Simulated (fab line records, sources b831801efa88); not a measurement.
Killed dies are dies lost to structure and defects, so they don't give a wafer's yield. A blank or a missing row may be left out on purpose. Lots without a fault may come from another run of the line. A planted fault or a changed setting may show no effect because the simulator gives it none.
Which tool did it? | flow sky130 | 11 lots, 33 wafers sampled, at 5 steps of a route of 708

WHAT THE GAUGES READ, wafer by wafer
SKY_VT_ADJUST_HVTR_OVL_MEAS_08. Usual: VT_ADJUST_HVTR_OVL 0.6 nm, standard deviation 1.3.
lot  | measured     | on         | VT_ADJUST_HVTR_OVL (nm) | flag
L364 | day 9 10:21  | overlay-01 | 0.1 -1.3 1.1            |
L365 | day 9 17:01  | overlay-02 | 0.1 -1.6 -0.3           |
L367 | day 10 11:04 | overlay-02 | -0.8 -2.1 -0.4          |
L368 | day 10 15:56 | overlay-01 | 0.0 2.1 0.1             |
L369 | day 10 23:05 | overlay-02 | 0.0 0.1 -0.7            |
L370 | day 11 09:26 | overlay-01 | 2.9 1.3 3.0             |
L371 | day 11 16:29 | overlay-02 | 2.5 1.6 3.1             |
L372 | day 11 22:26 | overlay-02 | 0.1 2.1 0.9             |
L383 | day 15 06:03 | overlay-01 | 0.6 2.2 0.4             |
L384 | day 15 16:59 | overlay-01 | 1.6 -0.4 1.8            |
L386 | day 16 20:06 | overlay-01 | 0.5 0.5 0.6             |

SKY_POLY_GATE_THK_MEAS_04. Usual: POLY_GATE_CVD_03_THK 74.6 nm, standard deviation 0.68.
lot  | measured     | on            | POLY_GATE_CVD_03_THK (nm) | flag
L364 | day 15 00:20 | film_metro-02 | 73.8 73.5 73.6            |
L365 | day 15 16:34 | film_metro-01 | 74.8 74.7 74.6            |
L367 | day 16 11:49 | film_metro-04 | 74.2 74.0 74.4            |
L368 | day 16 17:11 | film_metro-04 | 74.6 73.2 74.2            |
L369 | day 17 06:28 | film_metro-02 | 75.2 74.8 75.1            |
L370 | day 17 17:32 | film_metro-02 | 74.6 75.5 75.4            |
L371 | day 17 22:40 | film_metro-02 | 74.4 74.3 74.6            |
L372 | day 18 09:05 | film_metro-04 | 75.1 75.6 75.3            |
L383 | day 21 23:34 | film_metro-01 | 74.4 75.2 75.1            |
L384 | day 22 23:03 | film_metro-02 | 73.4 73.4 73.0            |
L386 | day 23 15:23 | film_metro-02 | 74.9 75.3 74.9            |

SKY_POLY_GATE_THK_MEAS_21. Usual: POLY_GATE_OXIDATION_THK 4.00 nm, standard deviation 0.072.
lot  | measured     | on            | POLY_GATE_OXIDATION_THK (nm)  | flag
L364 | day 16 05:08 | film_metro-02 | 4.06 4.08 4.09                |
L365 | day 16 21:56 | film_metro-02 | 4.12 4.06 4.12                |
L367 | day 17 20:44 | film_metro-02 | 3.96 3.99 3.86                |
L368 | day 18 00:59 | film_metro-02 | 4.00 3.90 3.94                |
L369 | day 18 14:53 | film_metro-01 | 4.06 3.91 3.99                |
L370 | day 19 02:52 | film_metro-01 | 4.07 4.05 3.97                |
L371 | day 19 07:19 | film_metro-04 | 3.97 4.00 4.04                |
L372 | day 19 17:29 | film_metro-01 | 3.91 4.01 3.87                |
L383 | day 23 07:43 | film_metro-01 | 5.40 5.36 5.39 5.41 5.34 5.41 | OFF
L384 | day 24 06:50 | film_metro-02 | 5.45 5.36 5.39 5.43 5.38 5.40 | OFF
L386 | day 24 22:19 | film_metro-01 | 4.09 3.89 3.90                |

SKY_LDD_P_CD_MEAS_07: target cd 380 nm. Usual: cd_nm 380.2 nm, standard deviation 2.5.
lot  | measured     | on        | cd_nm (nm)        | flag
L364 | day 18 15:44 | cd_sem-01 | 381.0 381.8 385.4 |
L365 | day 19 11:32 | cd_sem-01 | 381.2 379.2 380.2 |
L367 | day 20 10:10 | cd_sem-01 | 382.0 380.9 379.9 |
L368 | day 20 14:40 | cd_sem-01 | 378.9 378.0 379.0 |
L369 | day 21 04:43 | cd_sem-01 | 383.7 383.3 382.4 |
L370 | day 21 17:04 | cd_sem-01 | 382.6 380.6 381.7 |
L371 | day 21 21:38 | cd_sem-01 | 375.4 378.9 377.7 |
L372 | day 22 07:44 | cd_sem-01 | 376.8 379.7 378.0 |
L383 | day 25 20:04 | cd_sem-02 | 380.0 376.7 377.5 |
L384 | day 26 18:44 | cd_sem-01 | 375.9 374.8 377.0 |
L386 | day 27 09:26 | cd_sem-01 | 381.7 378.9 380.5 |

WHICH TOOL RAN EACH LOT (tool, then ch and the chambers of the sampled wafers, then the start)
lot  | SKY_POLY_GATE_OXIDATION_20
L364 | furnace-02 ch 0, day 16 03:53
L365 | furnace-02 ch 0, day 16 20:41
L367 | furnace-01 ch 0, day 17 19:27
L368 | furnace-01 ch 0, day 17 23:44
L369 | furnace-02 ch 0, day 18 13:38
L370 | furnace-01 ch 0, day 19 01:37
L371 | furnace-01 ch 0, day 19 06:04
L372 | furnace-01 ch 0, day 19 16:14
L383 | furnace-01 ch 0, day 23 06:28
L384 | furnace-01 ch 0, day 24 05:35
L386 | furnace-02 ch 0, day 24 21:04
- SKY_POLY_GATE_OXIDATION_20: stabilise 600 s, purge 300 s, target thk 4 nm.

WHAT THE TOOLS THEMSELVES READ (means of the sampled wafers that have a number; where no wafer has one, the mark that the record gives instead)
SKY_POLY_GATE_OXIDATION_20. Usual: spike_tc_bottom_C 868.0 C, standard deviation 1.2; spike_tc_centre_C 849.9 C, standard deviation 0.95; spike_tc_lower_C 850.0 C, standard deviation 1; spike_tc_top_C 864.3 C, standard deviation 1.7; spike_tc_upper_C 850.5 C, standard deviation 0.94; tube_center_temp_C 850.01 C, standard deviation 0.079; tube_center_temp_C_max 852.2, standard deviation 0.38; zone_power_centre_pct 16.15 %, standard deviation 0.24; zone_power_lower_pct 16.58 %, standard deviation 0.16; zone_power_upper_pct 15.33 %, standard deviation 0.21.
lot  | tool       | spike_tc_bottom_C (C) | spike_tc_centre_C (C) | spike_tc_lower_C (C) | spike_tc_top_C (C) | spike_tc_upper_C (C) | tube_center_temp_C (C) | tube_center_temp_C_max | zone_power_centre_pct (%) | zone_power_lower_pct (%) | zone_power_upper_pct (%) | flag
L364 | furnace-02 | 869.0                 | 850.5                 | 849.8                | 866.3              | 850.2                | 850.06                 | 852.6                  | 15.81                     | 16.69                    | 15.16                    |
L365 | furnace-02 | 869.4                 | 850.9                 | 851.0                | 865.7              | 850.5                | 849.99                 | 852.1                  | 15.96                     | 16.57                    | 15.10                    |
L367 | furnace-01 | 867.8                 | 849.4                 | 850.0                | 863.7              | 850.3                | 850.06                 | 852.8                  | 16.27                     | 16.58                    | 15.51                    |
L368 | furnace-01 | 867.9                 | 849.8                 | 849.8                | 862.8              | 850.2                | 850.00                 | 852.0                  | 16.31                     | 16.59                    | 15.42                    |
L369 | furnace-02 | 869.4                 | 849.8                 | 850.2                | 866.7              | 850.1                | 849.96                 | 852.1                  | 15.86                     | 16.62                    | 15.09                    |
L370 | furnace-01 | 868.3                 | 849.6                 | 850.3                | 863.2              | 850.0                | 850.04                 | 852.0                  | 16.23                     | 16.65                    | 15.52                    |
L371 | furnace-01 | 867.4                 | 849.8                 | 849.4                | 864.6              | 850.6                | 849.95                 | 852.1                  | 16.44                     | 16.57                    | 15.60                    |
L372 | furnace-01 | 867.6                 | 849.0                 | 848.7                | 863.2              | 850.7                | 850.07                 | 852.3                  | 16.36                     | 16.51                    | 15.51                    |
L383 | furnace-01 | 891.8                 | 874.9                 | 874.5                | 886.9              | 873.7                | 874.38                 | 876.5                  | 17.25                     | 17.56                    | 16.34                    | OFF
L384 | furnace-01 | 891.2                 | 875.1                 | 874.3                | 888.0              | 875.3                | 874.38                 | 876.5                  | 17.19                     | 17.48                    | 16.41                    | OFF
L386 | furnace-02 | 868.2                 | 850.3                 | 850.4                | 866.9              | 851.1                | 849.97                 | 851.9                  | 15.83                     | 16.48                    | 15.20                    |

THE ANSWER, worked out from the rows above alone
Rule: a lot is off if the mean of its wafers that have a number lies more than 3 standard deviations from the usual mean. A lot without any number at a reading at which 4 lots or more have one is off too. The other lots that the step has rows for count as sound. The gauges are gone through in route order, then the tools' own readings, and for those a lot's mean is taken as printed above. The first step at which some lot is off is used, and at that step the reading that is off furthest; a lot without a number counts as furthest.
Off: L383, L384, at SKY_POLY_GATE_THK_MEAS_21 (POLY_GATE_OXIDATION_THK).
A tool fits if, at a process step before that reading, it ran every lot that is off, and no sound lot after the first of them. The gauges at SKY_POLY_GATE_THK_MEAS_21 aren't tried: what is off there is off at SKY_POLY_GATE_OXIDATION_20 too, on other tools, and a gauge's error can't cause that. One fits: furnace-01 at SKY_POLY_GATE_OXIDATION_20. Its last sound lot is L372 (day 19 16:14), its first lot that is off L383 (day 23 06:28): a fault that began between those two fits.
The tool's own readings at SKY_POLY_GATE_OXIDATION_20 bear it out: on the lots that are off they differ by more than 5 times the standard deviation of the sound lots' means. spike_tc_bottom_C reads 891.5 C there against 868.3 C on the sound lots; spike_tc_centre_C reads 875.0 C there against 849.9 C on the sound lots; spike_tc_lower_C reads 874.4 C there against 850.0 C on the sound lots; spike_tc_top_C reads 887.5 C there against 864.8 C on the sound lots; spike_tc_upper_C reads 874.5 C there against 850.4 C on the sound lots; tube_center_temp_C reads 874.38 C there against 850.01 C on the sound lots; tube_center_temp_C_max reads 876.5 there against 852.2 on the sound lots; zone_power_lower_pct reads 17.52 % there against 16.58 % on the sound lots; zone_power_upper_pct reads 16.38 % there against 15.35 % on the sound lots.

WHAT THE SIMULATOR HAD PUT IN
Process parameter drift: furnace-01, from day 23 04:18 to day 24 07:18, at SKY_POLY_GATE_OXIDATION_20. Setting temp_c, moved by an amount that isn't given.
Lots struck among those shown: L383, L384. The rule above found the same.
